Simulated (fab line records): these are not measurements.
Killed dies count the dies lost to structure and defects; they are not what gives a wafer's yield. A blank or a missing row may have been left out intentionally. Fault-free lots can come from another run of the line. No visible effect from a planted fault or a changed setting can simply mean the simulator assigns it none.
Which tool did it?	flow sky130	21 wafers from 7 lots sampled at 4 of the route's 708 steps

== WHAT THE GAUGES SHOWED, per wafer ==
SKY_METAL5_RS_MEAS_05: measurement is done with a four-point probe.
lot	measured	on	METAL5_ALCU_RS (ohm/sq)
L986	day 43 05:32	film_metro-01	0.0272 0.0268 0.0269
L988	day 43 17:26	film_metro-01	0.0269 0.0269 0.0271
L990	day 44 18:34	film_metro-03	0.0273 0.0270 0.0269
L993	day 45 02:51	film_metro-04	0.0274 0.0274 0.0270
L999	day 47 00:55	film_metro-04	0.0276 0.0272 0.0148 0.0276 0.0272 0.0148
L103	day 47 17:50	film_metro-01	0.0272 0.0271 0.0273
L104	day 47 22:52	film_metro-03	0.0278 0.0278 0.0280

== WHAT TOOL EACH LOT RAN ON (gives the tool, then ch and the chambers of the sampled wafers, and finally the start) ==
lot	SKY_VIA4_ETCH_12	SKY_METAL5_SPUTTER_02	SKY_METAL5_SPUTTER_04
L986	rie_diel-03 ch 0,2, day 43 03:58	pvd_sputter-01, day 43 05:25	pvd_sputter-01, day 43 05:29
L988	rie_diel-04 ch 1,2,3, day 43 15:53	pvd_sputter-03, day 43 17:19	pvd_sputter-03, day 43 17:23
L990	rie_diel-03 ch 0,1,2, day 44 17:00	pvd_sputter-03, day 44 18:27	pvd_sputter-03, day 44 18:31
L993	rie_diel-01 ch 1,2,3, day 45 01:17	pvd_sputter-01, day 45 02:41	pvd_sputter-01, day 45 02:46
L999	rie_diel-01 ch 1,3, day 46 23:21	pvd_sputter-04, day 47 00:48	pvd_sputter-04, day 47 00:52
L103	rie_diel-01 ch 0,1,2, day 47 16:09	pvd_sputter-01, day 47 17:43	pvd_sputter-01, day 47 17:46
L104	rie_diel-01 ch 0,1,2, day 47 21:11	pvd_sputter-03, day 47 22:45	pvd_sputter-03, day 47 22:49
- SKY_VIA4_ETCH_12: etches SiO2 in C4F8/O2/Ar, stops on TiN, target depth 580 nm.
- SKY_METAL5_SPUTTER_02: material AlCu, target thk 1150 nm, time 61.2 s.
- SKY_METAL5_SPUTTER_04: material TiN, target thk 70 nm, time 58.3 s.

== THE ANSWER, worked out from the rows above alone ==
Rule: usual is defined by the lots themselves. The widest of any qualifying gaps counts: lots, ordered by their means at a reading, are off when they make up no more than a third of the lots, leave a main group of 4 or more, and stand apart from it by 3 or more times the standard deviation of that group's means. If all means in a main group match to the digits the tables above print for the reading, that group is not used. A lot without any number at a reading at which 4 lots or more have one is off too. Where the step has rows for the other lots, those lots are counted as sound.
Off: L999, seen at SKY_METAL5_RS_MEAS_05 (METAL5_ALCU_RS). For the main group the mean is 0.0272 ohm/sq and the standard deviation 0.00031.
If a tool, at a process step before that reading, ran all the lots that are off and no sound lot after the first of them, it fits. The gauges at SKY_METAL5_RS_MEAS_05 are tried like those tools. Undecided on this evidence; 2 tools fit (pvd_sputter-04 at SKY_METAL5_SPUTTER_02 and SKY_METAL5_SPUTTER_04, film_metro-04 at SKY_METAL5_RS_MEAS_05).

== WHAT THE SIMULATOR PUT IN ==
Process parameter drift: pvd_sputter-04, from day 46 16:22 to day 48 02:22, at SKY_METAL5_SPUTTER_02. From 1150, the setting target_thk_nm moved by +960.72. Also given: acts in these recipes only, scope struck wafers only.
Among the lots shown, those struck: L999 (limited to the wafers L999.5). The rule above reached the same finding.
